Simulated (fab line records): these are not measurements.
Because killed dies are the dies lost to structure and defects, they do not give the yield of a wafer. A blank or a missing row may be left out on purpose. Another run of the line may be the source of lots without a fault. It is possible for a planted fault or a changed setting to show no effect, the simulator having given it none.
fab line records	flow sfq-line
record: lots: 14	wafers: 42	last-day: 88
route steps=325 shown M6@264 I6@268 M7@293 M8@321
lots with no fault: from the same line, run without faults
start-h: hours from the record's first day to the start of the lot's first wafer shown	wait-h: hours elapsed since this lot's preceding step	" unchanged from the row above	L1.1+2: a single row standing in for several wafers	- either no value or no given start	* or withheld: withheld	< > ~ a bound
route shown NAME@n: a module of which the file shows steps, and the number in the route of the first	usual: mean/standard deviation of fault-free wafers	same: alike in all rows	chamber/n: place in a boat	sites: the reading at each site	_std_site: standard deviation across them	_edge_site: the outer-site mean with the inner-site mean subtracted	radius-mm: how far each site lies from the wafer's centre	mask NAME#n: copy n	behind: the most recent tool/chamber to have shaped the wafer	hold: reason for holding the lot/hours on hold/outcome of the hold	device: names the non-switching transistor (n, p or np)	end of line: the same wafers' tests at the end of the route	where a step has no rows: the recipe by itself	killed: the dies lost at the first sort to structure and to defects; this is not the yield of the wafer	map: a wafer's dies, marking killed ones x, the rest . and places with no die _
set.NAME: the setting that was run; set.NAME@STEP: the one run at that earlier step	model.NAME: the simulator's own value behind a step, which no gauge read
a sample of lots followed through the steps of the route, with each step as a table and each wafer as a row
services: the hour from which a tool's chamber was out of use, counted from the record's first day as start-h (under 0 if before that day), plus the number of hours and why
== steps ==
step: SFQ_TRILAYER_M6_STRIP_STRIP_163
recipe: gas: O2	power-w: 200	platen-temp-c: 40	overash-fraction: 0.65	chemistry: O2	pressure-mtorr: 50
usual: drypump-motor-current-A: 5.9/0.32	oes-product-au: 1.003/0.0087
lot.wafer	tool	chamber	start-h	wait-h	drypump-motor-current-A	oes-product-au	rf-hours-counter-h
L590.1	rie-metal-02	1	1794.88	0.1	5.4	1.001	63
L590.4	"	1	"	"	5.4	1.003	-
L590.5	"	0	"	"	5.7	0.993	-
L591.1	rie-metal-02	0	1799.68	0.1	5.7	1.005	13
L591.3	"	0	"	"	5.7	1.008	-
L591.5	"	0	"	"	5.7	1.008	-
L592.3	rie-metal-02	0	1804.68	0.2	5.7	1.011	-
L592.5	"	1	"	"	5.4	1.017	-
L592.6	"	0	"	"	5.7	1.004	-
L593.3	rie-metal-04	1	1807.46	0.5	5.9	0.997	-
L593.4	"	1	"	"	5.9	0.988	-
L593.6	"	1	"	"	5.9	0.990	-
L594.1	rie-metal-02	1	1809.28	0.1	5.4	1.015	65
L594.2	"	0	"	"	5.7	1.003	14
L594.3	"	0	"	"	5.7	1.005	-
L596.1	rie-metal-03	0	1818.88	0.1	6.5	1.000	39
L596.3	"	1	"	"	6.0	1.016	-
L596.5	"	1	"	"	6.0	1.008	-
L597.1	rie-metal-02	1	1820.08	0.1	5.4	1.013	67
L597.2	"	0	"	"	5.7	1.012	17
L597.6	"	1	"	"	5.4	1.012	-
L599.3	rie-metal-03	0	1823.88	0.2	6.4	0.995	-
L599.4	"	1	"	"	6.0	1.007	-
L599.6	"	0	"	"	6.5	0.991	-
L600.1	rie-metal-03	1	1824.88	0.1	6.0	1.002	106
L600.5	"	0	"	"	6.5	0.993	-
L600.6	"	1	"	"	6.0	1.005	-
L604.3	rie-metal-03	1	1832.28	0.2	6.0	1.004	-
L604.5	"	1	"	"	6.0	1.015	-
L604.6	"	0	"	"	6.4	0.997	-
L605.1	rie-metal-04	1	1836.88	0.1	5.9	0.989	134
L605.2	"	0	"	"	5.8	1.012	0
L605.4	"	0	"	"	5.8	1.008	-
L606.2	rie-metal-04	0	1842.88	0.1	5.8	1.008	1
L606.5	"	0	"	"	5.8	1.000	-
L606.6	"	1	"	"	5.9	0.987	-
L607.1	rie-metal-02	0	1846.48	0.1	5.7	0.991	23
L607.2	"	1	"	"	5.4	1.009	73
L607.4	"	1	"	"	5.4	1.015	-
L613.1	rie-metal-03	0	1957.16	0.1	6.5	0.996	65
L613.2	"	1	"	"	6.0	1.002	6
L613.5	"	1	"	"	6.0	0.983	-
step: SFQ_I6_BOW_MEAS_941
recipe: mode: bow
usual: I6_BOW: 9/7.3
lot.wafer	tool	chamber	start-h	wait-h	I6_BOW[um]
L590.1	film-metro-03	-	1805.59	1.0	-7
L590.4	"	-	"	"	0
L590.5	"	-	"	"	1
L591.1	film-metro-01	-	1808.59	1.0	15
L591.3	"	-	"	"	8
L591.5	"	-	"	"	9
L592.3	film-metro-02	-	1810.71	1.0	0
L592.5	"	-	"	"	1
L592.6	"	-	"	"	-5
L593.3	film-metro-03	-	1811.63	1.5	9
L593.4	"	-	"	"	14
L593.6	"	-	"	"	14
L594.1	film-metro-02	-	1814.59	1.5	12
L594.2	"	-	"	"	24
L594.3	"	-	"	"	5
L596.1	film-metro-01	-	1824.53	1.5	15
L596.3	"	-	"	"	4
L596.5	"	-	"	"	5
L597.1	film-metro-02	-	1827.42	1.0	18
L597.2	"	-	"	"	7
L597.6	"	-	"	"	14
L599.3	film-metro-01	-	1833.57	1.5	11
L599.4	"	-	"	"	4
L599.6	"	-	"	"	12
L600.1	film-metro-03	-	1836.85	2.5	6
L600.5	"	-	"	"	3
L600.6	"	-	"	"	10
L604.3	film-metro-01	-	1851.89	1.0	1
L604.5	"	-	"	"	9
L604.6	"	-	"	"	14
L605.1	film-metro-02	-	1854.85	2.5	15
L605.2	"	-	"	"	-8
L605.4	"	-	"	"	2
L606.2	film-metro-01	-	1860.87	1.5	9
L606.5	"	-	"	"	10
L606.6	"	-	"	"	3
L607.1	film-metro-02	-	1866.37	1.0	16
L607.2	"	-	"	"	12
L607.4	"	-	"	"	2
L613.1	film-metro-02	-	1961.01	2.5	11
L613.2	"	-	"	"	22
L613.5	"	-	"	"	7
step: SFQ_TRILAYER_M7_ETCH_METAL_ETCH_180
recipe: target: Nb	stop-on: SiO2	mask-material: PR	chemistry: Cl2/Ar	target-depth-nm: 240	icp-w: 600	bias-w: 80	pressure-mtorr: 10	time-s: 120
usual: drypump-motor-current-A: 5.7/0.32	oes-product-au: 0.896/0.0081
lot.wafer	tool	chamber	start-h	wait-h	drypump-motor-current-A	oes-product-au	rf-hours-counter-h
L590.1	rie-metal-01	0	1816.71	0.1	5.6	0.900	43
L590.4	"	0	"	"	5.6	0.883	-
L590.5	"	0	"	"	5.6	0.892	-
L591.1	rie-metal-01	0	1822.51	0.1	5.6	0.897	45
L591.3	"	0	"	"	5.6	0.888	-
L591.5	"	0	"	"	5.6	0.885	-
L592.3	rie-metal-01	0	1826.20	0.1	5.6	0.896	-
L592.5	"	0	"	"	5.6	0.892	-
L592.6	"	0	"	"	5.6	0.896	-
L593.3	rie-metal-02	1	1827.30	0.1	5.4	0.900	-
L593.4	"	0	"	"	5.7	0.894	-
L593.6	"	0	"	"	5.7	0.893	-
L594.1	rie-metal-02	1	1829.65	0.0	5.4	0.889	70
L594.2	"	0	"	"	5.7	0.902	19
L594.3	"	1	"	"	5.4	0.891	-
L596.1	rie-metal-02	0	1836.85	0.0	5.7	0.904	20
L596.3	"	0	"	"	5.7	0.889	-
L596.5	"	1	"	"	5.4	0.890	-
L597.1	rie-metal-02	1	1839.25	0.0	5.4	0.895	71
L597.2	"	0	"	"	5.7	0.882	21
L597.6	"	1	"	"	5.4	0.894	-
L599.3	rie-metal-03	0	1842.91	0.1	6.4	0.897	-
L599.4	"	1	"	"	6.0	0.886	-
L599.6	"	1	"	"	6.0	0.887	-
L600.1	rie-metal-02	1	1845.18	0.0	5.4	0.890	72
L600.5	"	0	"	"	5.7	0.903	-
L600.6	"	1	"	"	5.4	0.889	-
L604.3	rie-metal-02	1	2015.54	0.1	5.4	0.897	-
L604.5	"	0	"	"	5.7	0.893	-
L604.6	"	1	"	"	5.4	0.908	-
L605.1	rie-metal-01	0	2019.10	0.0	5.6	0.897	77
L605.2	"	1	"	"	5.6	0.903	25
L605.4	"	1	"	"	5.6	0.900	-
L606.2	rie-metal-01	0	2025.10	0.0	5.6	0.908	77
L606.5	"	1	"	"	5.6	0.915	-
L606.6	"	0	"	"	5.6	0.901	-
L607.1	rie-metal-01	0	2031.10	0.0	5.6	0.896	79
L607.2	"	1	"	"	5.6	0.889	26
L607.4	"	1	"	"	5.6	0.903	-
L613.1	rie-metal-01	0	2100.81	0.0	5.6	0.887	89
L613.2	"	1	"	"	5.6	0.895	37
L613.5	"	0	"	"	5.6	0.887	-
step: SFQ_TRILAYER_M8_DEP_EVAP_196
recipe: material: Au	angular-spread-deg: 1	target-thk-nm: 180	time-s: 900	power-w: 2000
usual: cathode-dc-power-W: 2000.0/0.34
lot.wafer	tool	chamber	start-h	wait-h	cathode-dc-power-W
L590.1	pvd-sputter-01	-	1927.59	0.1	2000.6
L590.4	"	-	"	"	2000.1
L590.5	"	-	"	"	1999.8
L591.1	pvd-sputter-02	-	1993.19	0.1	1999.9
L591.3	"	-	"	"	2000.3
L591.5	"	-	"	"	2000.6
L592.3	pvd-sputter-01	-	2005.19	0.1	2000.0
L592.5	"	-	"	"	2000.3
L592.6	"	-	"	"	1999.5
L593.3	pvd-sputter-02	-	2008.46	0.1	1999.9
L593.4	"	-	"	"	1999.8
L593.6	"	-	"	"	2000.1
L594.1	pvd-sputter-01	-	2013.26	0.1	2000.1
L594.2	"	-	"	"	2000.0
L594.3	"	-	"	"	2000.1
L596.1	pvd-sputter-01	-	2018.05	0.1	2000.4
L596.3	"	-	"	"	2000.3
L596.5	"	-	"	"	2000.6
L597.1	pvd-sputter-02	-	2019.25	0.1	2000.3
L597.2	"	-	"	"	2000.5
L597.6	"	-	"	"	2000.0
L599.3	pvd-sputter-02	-	2022.40	0.1	1999.8
L599.4	"	-	"	"	2000.2
L599.6	"	-	"	"	1999.8
L600.1	pvd-sputter-01	-	2023.60	0.1	2000.3
L600.5	"	-	"	"	2000.4
L600.6	"	-	"	"	1999.7
L604.3	pvd-sputter-01	-	2034.40	0.1	2000.4
L604.5	"	-	"	"	2000.3
L604.6	"	-	"	"	2000.5
L605.1	pvd-sputter-02	-	2036.87	0.1	2000.2
L605.2	"	-	"	"	2000.0
L605.4	"	-	"	"	2000.5
L606.2	pvd-sputter-01	-	2042.06	0.1	1999.5
L606.5	"	-	"	"	2000.1
L606.6	"	-	"	"	1999.6
L607.1	pvd-sputter-02	-	2048.87	0.1	2000.4
L607.2	"	-	"	"	2000.1
L607.4	"	-	"	"	1999.9
L613.1	pvd-sputter-02	-	2114.02	0.1	1999.9
L613.2	"	-	"	"	1999.7
L613.5	"	-	"	"	2000.1
step: SFQ_M8_RS_MEAS_949
recipe: thk-meas-gauge: four-point-probe	reads: Au_of_TRILAYER_M8_DEP_EVAP_196+Pt_of_TRILAYER_M8_DEP_EVAP_198+Ti_of_TRILAYER_M8_DEP_EVAP_197
usual: M8_AU_RS: 0.1530/0.0021
lot.wafer	tool	chamber	start-h	wait-h	hold	M8_AU_RS[ohm/sq]
L590.1	film-metro-01	-	1928.10	0.3	-	0.1516
L590.4	"	-	"	"	-	0.1525
L590.5	"	-	"	"	-	0.1518
L591.1	film-metro-04	-	1993.71	0.3	-	0.1542
L591.3	"	-	"	"	-	0.1531
L591.5	"	-	"	"	-	0.1532
L592.3	film-metro-04	-	2005.75	0.3	-	0.1516
L592.5	"	-	"	"	-	0.1506
L592.6	"	-	"	"	-	0.1528
L593.3	film-metro-02	-	2009.02	0.3	-	0.1537
L593.4	"	-	"	"	-	0.1566
L593.6	"	-	"	"	-	0.1538
L594.1	film-metro-01	-	2013.78	0.3	-	0.1514
L594.2	"	-	"	"	-	0.1516
L594.3	"	-	"	"	-	0.1519
L596.1	film-metro-01	-	2018.57	0.3	-	0.1539
L596.3	"	-	"	"	-	0.1520
L596.5	"	-	"	"	-	0.1523
L597.1	film-metro-02	-	2019.77	0.3	-	0.1542
L597.2	"	-	"	"	-	0.1557
L597.6	"	-	"	"	-	0.1559
L599.3	film-metro-01	-	2022.96	0.3	-	0.1559
L599.4	"	-	"	"	-	0.1552
L599.6	"	-	"	"	-	0.1553
L600.1	film-metro-01	-	2024.12	0.3	-	0.1537
L600.5	"	-	"	"	-	0.1542
L600.6	"	-	"	"	-	0.1526
L604.3	film-metro-02	-	2034.96	0.3	await-dispo/0.2h/release	0.1536
L604.5	"	-	"	"	await-dispo/0.2h/release	0.1273
L604.6	"	-	"	"	await-dispo/0.2h/release	0.1516
L604.3	film-metro-02	-	2035.24	0.3	-	0.1538
L604.5	"	-	"	"	-	0.1276
L604.6	"	-	"	"	-	0.1515
L605.1	film-metro-01	-	2037.38	0.3	-	0.1533
L605.2	"	-	"	"	-	0.1522
L605.4	"	-	"	"	-	0.1519
L606.2	film-metro-04	-	2042.60	0.3	await-dispo/0.2h/release	0.1511
L606.5	"	-	"	"	await-dispo/0.2h/release	0.1261
L606.6	"	-	"	"	await-dispo/0.2h/release	0.1501
L606.2	film-metro-04	-	2042.89	0.3	-	0.1505
L606.5	"	-	"	"	-	0.1261
L606.6	"	-	"	"	-	0.1498
L607.1	film-metro-04	-	2049.38	0.3	-	0.1532
L607.2	"	-	"	"	-	0.1537
L607.4	"	-	"	"	-	0.1553
L613.1	film-metro-01	-	2114.54	0.3	-	0.1552
L613.2	"	-	"	"	-	0.1561
L613.5	"	-	"	"	-	0.1542
step: SFQ_M8_THK_MEAS_950
recipe: thk-meas-gauge: xrf	reads: Au_of_TRILAYER_M8_DEP_EVAP_196
usual: M8_AU_THK: 180.2/2.5
lot.wafer	tool	chamber	start-h	wait-h	hold	M8_AU_THK[nm]
L590.1	film-metro-01	-	1928.22	0.1	-	182.8
L590.4	"	-	"	"	-	181.4
L590.5	"	-	"	"	-	182.2
L591.1	film-metro-04	-	1993.83	0.1	-	178.3
L591.3	"	-	"	"	-	178.8
L591.5	"	-	"	"	-	178.9
L592.3	film-metro-04	-	2005.85	0.1	-	181.2
L592.5	"	-	"	"	-	181.9
L592.6	"	-	"	"	-	179.5
L593.3	film-metro-02	-	2009.12	0.1	-	179.3
L593.4	"	-	"	"	-	176.8
L593.6	"	-	"	"	-	179.3
L594.1	film-metro-01	-	2013.90	0.1	-	182.1
L594.2	"	-	"	"	-	181.3
L594.3	"	-	"	"	-	181.8
L596.1	film-metro-01	-	2018.69	0.1	-	179.6
L596.3	"	-	"	"	-	180.5
L596.5	"	-	"	"	-	180.8
L597.1	film-metro-02	-	2019.89	0.1	-	179.5
L597.2	"	-	"	"	-	176.9
L597.6	"	-	"	"	-	176.4
L599.3	film-metro-01	-	2023.06	0.1	-	176.1
L599.4	"	-	"	"	-	177.4
L599.6	"	-	"	"	-	176.9
L600.1	film-metro-01	-	2024.24	0.1	-	179.4
L600.5	"	-	"	"	-	179.2
L600.6	"	-	"	"	-	180.8
L605.1	film-metro-01	-	2037.50	0.1	-	179.8
L605.2	"	-	"	"	-	180.3
L605.4	"	-	"	"	-	181.3
L604.3	film-metro-02	-	2039.13	3.9	await-dispo/0.2h/release	179.1
L604.5	"	-	"	"	await-dispo/0.2h/release	216.0
L604.6	"	-	"	"	await-dispo/0.2h/release	181.9
L604.3	film-metro-02	-	2039.36	0.2	-	178.9
L604.5	"	-	"	"	-	216.1
L604.6	"	-	"	"	-	182.2
L606.2	film-metro-04	-	2043.72	0.8	await-dispo/0.2h/release	182.6
L606.5	"	-	"	"	await-dispo/0.2h/release	218.2
L606.6	"	-	"	"	await-dispo/0.2h/release	183.8
L606.2	film-metro-04	-	2043.95	0.2	-	182.5
L606.5	"	-	"	"	-	218.5
L606.6	"	-	"	"	-	183.9
L607.1	film-metro-04	-	2049.50	0.1	-	179.6
L607.2	"	-	"	"	-	178.8
L607.4	"	-	"	"	-	178.1
L613.1	film-metro-01	-	2114.66	0.1	-	177.3
L613.2	"	-	"	"	-	177.4
L613.5	"	-	"	"	-	177.7
== services ==
tool	chamber	start-h	hours	kind
pvd-sputter-02	3	1792.11	-	consumable-replace:kit
pvd-sputter-02	3	1792.11	18.0	scheduled-down
pvd-sputter-02	3	1792.11	18.0	vent-cycle
rie-metal-01	1	1801.42	16.4	repair
rie-metal-03	1	1805.26	5.1	repair
rie-metal-01	1	1818.16	-	clean
rie-metal-01	1	1818.16	-	consumable-replace:focus-ring
rie-metal-01	1	1818.16	17.5	scheduled-down
rie-metal-01	1	1818.16	17.5	vent-cycle
rie-metal-01	-	1823.96	1.4	pm
pvd-sputter-01	-	1836.86	32.5	repair
pvd-sputter-01	-	1843.05	6.7	repair
pvd-sputter-02	-	1854.46	0.9	repair
rie-metal-01	1	1884.81	6.7	repair
rie-metal-03	-	1892.88	0.2	repair
pvd-sputter-02	-	1904.28	1.9	repair
rie-metal-03	1	1904.84	-	clean
rie-metal-03	1	1904.84	-	consumable-replace:esc
rie-metal-02	1	1943.80	9.8	repair
pvd-sputter-01	-	1996.58	5.0	repair
rie-metal-04	-	2015.31	2.8	pm
rie-metal-03	-	2028.99	1.1	repair
pvd-sputter-02	-	2029.03	2.7	repair
rie-metal-03	-	2040.13	1.4	pm
== key ==
first-sign: step: SFQ_M8_RS_MEAS_949	reading: visit	direction: added
effect: step: SFQ_M8_RS_MEAS_949	reading: M8_AU_RS	direction: down	sigmas: 12	usual: 0.1530	struck: 0.1267
effect: step: SFQ_M8_THK_MEAS_950	reading: visit	direction: added
effect: step: SFQ_M8_THK_MEAS_950	reading: M8_AU_THK	direction: up	sigmas: 15	usual: 180.2	struck: 217.1
met-at SFQ_TRILAYER_M8_DEP_EVAP_196
struck-lots L604,L606
struck-wafers L604.5,L606.5
not-acting-at SFQ_TRILAYER_M6_STRIP_STRIP_163,SFQ_I6_BOW_MEAS_941,SFQ_TRILAYER_M7_ETCH_METAL_ETCH_180
onset-between 2023.60 2034.40
fault: kind: process-parameter-drift	tool: pvd-sputter-01	chamber: -	onset-h: 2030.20	steps: SFQ_TRILAYER_M8_DEP_EVAP_196	channel: target-thk-nm	offset: 33.478	shape: step	end-h: 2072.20	scope: struck-wafers-only	acts-in: these-recipes-only	stated: 180
